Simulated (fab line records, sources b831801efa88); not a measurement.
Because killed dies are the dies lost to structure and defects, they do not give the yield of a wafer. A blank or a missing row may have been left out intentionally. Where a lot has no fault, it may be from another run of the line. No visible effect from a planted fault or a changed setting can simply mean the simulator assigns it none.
Which tool is to blame? ; flow sky130 ; 39 wafers from 13 lots sampled at 6 of the route's 708 steps

== WHAT THE GAUGES READ, wafer by wafer ==
SKY_NWELL_TW_MEAS_26.
lot;measured;on;NWELL_2_TW
L434;day 5 14:00;film_metro-04;495.5 495.7 494.8
L435;day 5 18:58;film_metro-02;500.1 500.0 501.1
L437;day 6 02:17;film_metro-02;497.4 496.9 499.0
L440;day 7 00:32;film_metro-01;505.3 504.6 502.5
L441;day 7 05:30;film_metro-02;502.7 502.4 502.5
L443;day 7 14:20;film_metro-02;30.3 30.6 30.5
L450;day 9 11:52;film_metro-04;495.4 499.1 498.0
L451;day 9 12:11;film_metro-01;496.8 496.4 499.4
L452;day 10 05:04;film_metro-04;499.4 498.2 497.2
L453;day 10 08:41;film_metro-02;498.8 501.1 503.8
L454;day 10 10:07;film_metro-04;500.2 499.6 499.2
L456;day 11 09:14;film_metro-01;501.9 501.8 502.3
L457;day 11 13:07;film_metro-04;496.2 496.5 494.9

SKY_NWELL_RS_MEAS_31: a four-point-probe measurement.
lot;measured;on;PWDE_RS (ohm/sq)
L434;day 5 14:29;film_metro-02;5258 5252 5265
L435;day 5 19:28;film_metro-02;5292 5288 5282
L437;day 6 02:44;film_metro-04;5269 5274 5266
L440;day 7 00:59;film_metro-04;5257 5268 5259
L441;day 7 05:58;film_metro-01;5289 5283 5283
L443;day 7 14:48;film_metro-04;5276 5260 5274
L450;day 9 12:20;film_metro-04;5242 5244 5241
L451;day 9 12:39;film_metro-02;5283 5271 5298
L452;day 10 05:31;film_metro-01;5287 5297 5294
L453;day 10 09:08;film_metro-02;5265 5268 5272
L454;day 10 10:34;film_metro-01;5293 5290 5289
L456;day 11 09:42;film_metro-04;5237 5238 5251
L457;day 11 13:34;film_metro-01;5289 5277 5287

SKY_VT_ADJUST_HVTP_OVL_MEAS_08.
lot;measured;on;VT_ADJUST_HVTP_OVL (nm)
L434;day 6 08:49;overlay-02;-0.5 -0.6 -2.3
L435;day 6 13:23;overlay-02;0.6 1.0 -0.8
L437;day 6 21:15;overlay-02;3.0 3.7 4.5
L440;day 7 20:06;overlay-01;0.3 -0.4 -0.2
L441;day 8 01:37;overlay-01;0.8 -0.1 0.3
L443;day 8 09:50;overlay-01;2.0 1.1 1.6
L450;day 10 10:34;overlay-02;-1.1 -1.0 -1.2
L451;day 10 10:52;overlay-01;0.7 -0.1 -0.5
L452;day 11 04:34;overlay-02;-1.1 -1.2 -0.7
L453;day 11 09:21;overlay-01;-2.1 -1.5 -0.7
L454;day 11 10:15;overlay-02;-0.4 -0.9 -0.9
L456;day 12 09:01;overlay-01;0.2 0.5 -1.0
L457;day 12 13:55;overlay-02;0.3 0.0 0.7

SKY_VT_ADJUST_NCORE_CD_MEAS_07: target cd 380 nm.
lot;measured;on;cd_nm (nm)
L434;day 8 18:47;cd_sem-02;380.5 381.3 381.7
L435;day 9 00:27;cd_sem-02;387.8 385.4 387.6
L437;day 9 09:49;cd_sem-02;380.2 381.3 381.7
L440;day 10 09:11;cd_sem-02;379.2 379.1 377.0
L441;day 10 11:05;cd_sem-02;379.3 379.2 380.1
L443;day 11 07:02;cd_sem-02;380.8 379.7 379.0
L450;day 13 11:13;cd_sem-02;377.3 376.9 376.8
L451;day 13 12:08;cd_sem-01;382.9 380.6 382.9
L452;day 14 06:41;cd_sem-02;380.4 378.8 381.2
L453;day 14 12:02;cd_sem-01;379.0 381.7 379.3
L454;day 14 14:53;cd_sem-01;383.0 383.7 381.5
L456;day 15 14:43;cd_sem-01;381.4 381.0 382.2
L457;day 15 21:05;cd_sem-02;377.1 377.2 377.1

== EACH LOT AND THE TOOL THAT RAN IT (in order: tool; ch and the chambers of the sampled wafers; start) ==
lot;SKY_NWELL_STRIP_14;SKY_NWELL_STRIP_25
L434;plasma_asher-02 ch 0,1, day 4 19:47;plasma_asher-01 ch 0,1, day 5 13:54
L435;plasma_asher-02 ch 0,1, day 5 00:27;plasma_asher-02 ch 0,1, day 5 18:52
L437;plasma_asher-02 ch 0,1, day 5 08:13;plasma_asher-01 ch 0,1, day 6 02:11
L440;plasma_asher-01 ch 0,1, day 6 05:34;plasma_asher-03 ch 0,1, day 7 00:26
L441;plasma_asher-02 ch 0,1, day 6 10:16;plasma_asher-02 ch 0,1, day 7 05:25
L443;plasma_asher-03 ch 0,1, day 6 19:19;plasma_asher-02 ch 0,1, day 7 14:14
L450;plasma_asher-02 ch 0,1, day 8 14:34;plasma_asher-02 ch 0,1, day 9 11:46
L451;plasma_asher-01 ch 0,1, day 8 17:04;plasma_asher-02 ch 0,1, day 9 12:05
L452;plasma_asher-03 ch 0,1, day 9 07:43;plasma_asher-01 ch 0,1, day 10 04:58
L453;plasma_asher-02 ch 0,1, day 9 10:13;plasma_asher-03 ch 1, day 10 08:35
L454;plasma_asher-01 ch 0,1, day 9 11:29;plasma_asher-03 ch 0,1, day 10 10:01
L456;plasma_asher-03 ch 0,1, day 10 09:02;plasma_asher-01 ch 0,1, day 11 09:08
L457;plasma_asher-03 ch 0,1, day 10 14:13;plasma_asher-03 ch 0,1, day 11 13:01
- SKY_NWELL_STRIP_14: strips in O2/N2.
- SKY_NWELL_STRIP_25: strips in O2/N2.

== WHAT THE TOOLS THEMSELVES READ (means of the sampled wafers that have a number; where no wafer has one, the mark that the record gives instead) ==
SKY_NWELL_STRIP_14.
lot;tool;drypump_motor_current_A (A);n2_flow_sccm (sccm);oes_product_au (a.u.);strip_time_to_endpoint_s (s)
L434;plasma_asher-02;6.0;300.0;0.720;36.89
L435;plasma_asher-02;6.0;299.2;0.719;37.10
L437;plasma_asher-02;6.0;299.8;0.724;36.78
L440;plasma_asher-01;5.8;300.0;0.722;37.06
L441;plasma_asher-02;6.1;299.8;0.724;36.96
L443;plasma_asher-03;5.9;301.8;0.881;-
L450;plasma_asher-02;6.2;298.6;0.720;36.96
L451;plasma_asher-01;5.8;300.7;0.723;36.97
L452;plasma_asher-03;5.9;298.7;0.720;36.83
L453;plasma_asher-02;6.1;300.2;0.727;36.92
L454;plasma_asher-01;5.8;299.5;0.723;36.87
L456;plasma_asher-03;5.9;300.5;0.723;36.94
L457;plasma_asher-03;5.6;300.2;0.725;37.05

SKY_NWELL_STRIP_25.
lot;tool;drypump_motor_current_A (A);n2_flow_sccm (sccm);oes_product_au (a.u.);strip_time_to_endpoint_s (s)
L434;plasma_asher-01;5.69;301.0;0.725;36.96
L435;plasma_asher-02;6.12;300.0;0.721;36.98
L437;plasma_asher-01;5.69;299.3;0.718;36.88
L440;plasma_asher-03;5.89;300.0;0.722;36.85
L441;plasma_asher-02;6.12;300.1;0.721;36.87
L443;plasma_asher-02;5.99;300.1;0.730;72.26
L450;plasma_asher-02;5.98;299.3;0.725;36.78
L451;plasma_asher-02;6.10;299.9;0.724;37.05
L452;plasma_asher-01;5.69;298.9;0.726;36.95
L453;plasma_asher-03;5.44;300.5;0.725;36.91
L454;plasma_asher-03;5.66;300.1;0.727;36.85
L456;plasma_asher-01;5.69;299.8;0.720;36.99
L457;plasma_asher-03;5.65;300.5;0.724;36.84

== THE ANSWER, worked out from the rows above alone ==
Rule: the usual values come from the lots themselves. Put in order of their means at a reading, lots are off if they are a third of the lots or fewer, leave a main group of 4 or more, and stand apart from it by a gap of 3 or more times the standard deviation of the main group's means; of several such gaps the widest counts. If all means in a main group match to the digits the tables above print for the reading, that group is not used. A lot without any number at a reading at which 4 lots or more have one is off too. All remaining lots with rows at the step are treated as sound. First the gauges in route order, then the tools' own readings, where a lot's mean is used as printed above. The first step at which some lot is off is used, and at that step the reading that is off furthest; a lot without a number counts as furthest.
Off: at SKY_NWELL_TW_MEAS_26 (NWELL_2_TW), L443. The main group: mean 499.4, standard deviation 2.6.
If a tool, at a process step before that reading, ran all the lots that are off and no sound lot after the first of them, it fits. The gauges at SKY_NWELL_TW_MEAS_26 aren't tried: what is off there is off at SKY_NWELL_STRIP_14 too, on other tools, and a gauge's error can't cause that. Of those tried, none fits.

== WHAT THE SIMULATOR PUT IN ==
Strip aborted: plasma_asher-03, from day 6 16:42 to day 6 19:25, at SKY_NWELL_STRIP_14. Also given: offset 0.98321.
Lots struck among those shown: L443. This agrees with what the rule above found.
